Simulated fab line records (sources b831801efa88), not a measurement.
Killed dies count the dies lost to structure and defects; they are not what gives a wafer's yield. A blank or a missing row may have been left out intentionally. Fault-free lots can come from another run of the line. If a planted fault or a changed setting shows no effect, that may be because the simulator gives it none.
A single fault, viewed from 2 desks | flow sky130 | each desk has only its own numbers; what lay behind them comes last

== AT THE METROLOGY DESK ==
Lot by lot, what the gauges showed, no matter which tool ran the lot: averages of those sampled wafers that carry a number. The brackets show how far a lot's mean lies from the usual mean; more than 4 standard deviations puts the lot out of limits, marked OUT.
Columns: A = CAPM_CVD_00_THK at SKY_CAPM_THK_MEAS_01, usual 15.44 nm
lot  | first seen here | A
L605 | day 36 15:56    | 15.32
L606 | day 36 22:16    | 15.36
L607 | day 37 09:50    | 15.23
L608 | day 37 16:35    | 15.22
L617 | day 40 04:02    | 15.49
L618 | day 40 09:59    | 15.67
L619 | day 40 15:11    | 15.40
L620 | day 40 19:32    | 15.22
L621 | day 41 04:45    | 15.56
L622 | day 41 09:41    | 15.50
L623 | day 42 03:26    | 15.60
L626 | day 42 14:53    | 15.35
This desk found nothing out of limits on any of the 12 lots.

== AT THE TOOL OWNER'S DESK: litho-track-03 ==
The tool's own readings at SKY_VIA3_DEVELOP_11 (develop time 60 s): means of the sampled wafers that have a number, for each lot that ran on this tool. The brackets show how far a lot's mean lies from the usual mean; more than 4 standard deviations puts the lot out of limits, marked OUT.
Columns: A = developer-temp-C at SKY_VIA3_DEVELOP_11, usual 21.01 C
lot  | first seen here | A
L606 | day 40 02:00    | 21.10
L608 | day 40 21:00    | 20.88
L617 | day 43 04:00    | 21.09
L619 | day 43 14:00    | 21.77 (+6.3) OUT
L620 | day 43 18:00    | 21.87 (+7.2) OUT
L622 | day 44 08:00    | 21.91 (+7.5) OUT
Finding of this desk: L619, L620, L622 out of limits; the first was L619 at day 43 14:00, on developer-temp-C at SKY_VIA3_DEVELOP_11. Within limits: L606, L608, L617.

== TAKEN TOGETHER ==
The tool owner's desk had the chance to raise an alarm at day 43 14:00 on L619, L620, L622.
Metrology desk: nothing out of limits seen.
The metrology desk holds a record of L619, L620, L622, inside its limits.
On litho-track-03, each named lot ran SKY_VIA3_DEVELOP_11.

== WHAT THE SIMULATOR PUT IN ==
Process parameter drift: litho-track-03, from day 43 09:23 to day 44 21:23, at SKY_VIA3_DEVELOP_11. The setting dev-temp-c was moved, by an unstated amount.
Struck lots among those shown: L619, L620, L622.
How many hours passed from the start of the fault until each desk's first out-of-limits reading: the tool owner's desk, 5.
